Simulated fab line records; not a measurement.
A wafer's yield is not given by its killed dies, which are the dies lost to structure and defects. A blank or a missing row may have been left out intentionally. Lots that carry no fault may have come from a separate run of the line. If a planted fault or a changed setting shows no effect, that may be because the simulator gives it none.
2 desks looking at one fault | flow sky130 | each desk holds nothing but its own numbers, with what lay behind them at the end

FROM THE METROLOGY DESK
Lot by lot, what the gauges showed, no matter which tool ran the lot: averages of those sampled wafers that carry a number. The brackets show how far a lot's mean lies from the usual mean; more than 4 standard deviations puts the lot out of limits, marked OUT.
Columns: A = METAL4_OVL at SKY_METAL4_OVL_MEAS_14, usual 1 nm
lot  | first seen here | A
L258 | day 42 22:46    | 2
L259 | day 43 00:31    | 6
L262 | day 43 13:40    | -2
L261 | day 43 14:43    | -2
L268 | day 45 05:23    | -1
L270 | day 45 18:22    | -0
L271 | day 46 11:44    | 8
L272 | day 46 15:34    | 5
L273 | day 46 20:20    | -9
L275 | day 47 13:59    | -2
L276 | day 48 01:28    | 2
L278 | day 48 07:37    | 9
L281 | day 48 17:10    | 4
This desk's verdict: no lot among the 13 shows anything out of limits.

AT THE TOOL OWNER'S DESK: rie diel-03
The tool's own readings at SKY_CONTACT_ETCH_18 (etches Si3N4 in CHF3/O2, stops on TiN, time 39 s, target depth 75 nm): means of the sampled wafers that have a number, for each lot that ran on this tool. The brackets show how far a lot's mean lies from the usual mean; more than 4 standard deviations puts the lot out of limits, marked OUT.
Columns: A = drypump motor current A at SKY_CONTACT_ETCH_18, usual 5.7 A; B = oes product au at SKY_CONTACT_ETCH_18, usual 0.855 a.u.; C = rf fwd power W at SKY_CONTACT_ETCH_18, usual 592.9 W; D = throttle valve pct at SKY_CONTACT_ETCH_18, usual 8.794 %
lot  | first seen here | A   | B     | C               | D
L258 | day 32 17:00    | 5.6 | 0.870 | 592.0           | 8.791
L268 | day 35 11:00    | 5.9 | 0.843 | 498.4 (-36) OUT | 8.795
L271 | day 36 20:00    | 5.9 | 0.852 | 495.7 (-37) OUT | 8.791
L281 | day 39 15:00    | 5.7 | 0.854 | 594.4           | 8.787
This desk's finding: out of limits on L268, L271; first on L268, day 35 11:00 (rf fwd power W at SKY_CONTACT_ETCH_18). Within limits: L258, L281.

BROUGHT TOGETHER
An alarm could have come from the tool owner's desk at day 35 11:00, on L268, L271.
At the metrology desk, nothing out of limits was observed.
The metrology desk holds a record of L268, L271, inside its limits.
Every lot named ran SKY_CONTACT_ETCH_18 on rie diel-03.

WHAT THE SIMULATOR HAD INSERTED
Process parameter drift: rie diel-03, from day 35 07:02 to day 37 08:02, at SKY_CONTACT_ETCH_18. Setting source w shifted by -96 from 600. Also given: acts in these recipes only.
Shown lots that were struck: L268, L271.
Time in hours from fault onset to the first out-of-limits reading at each desk: the tool owner's desk, 4.
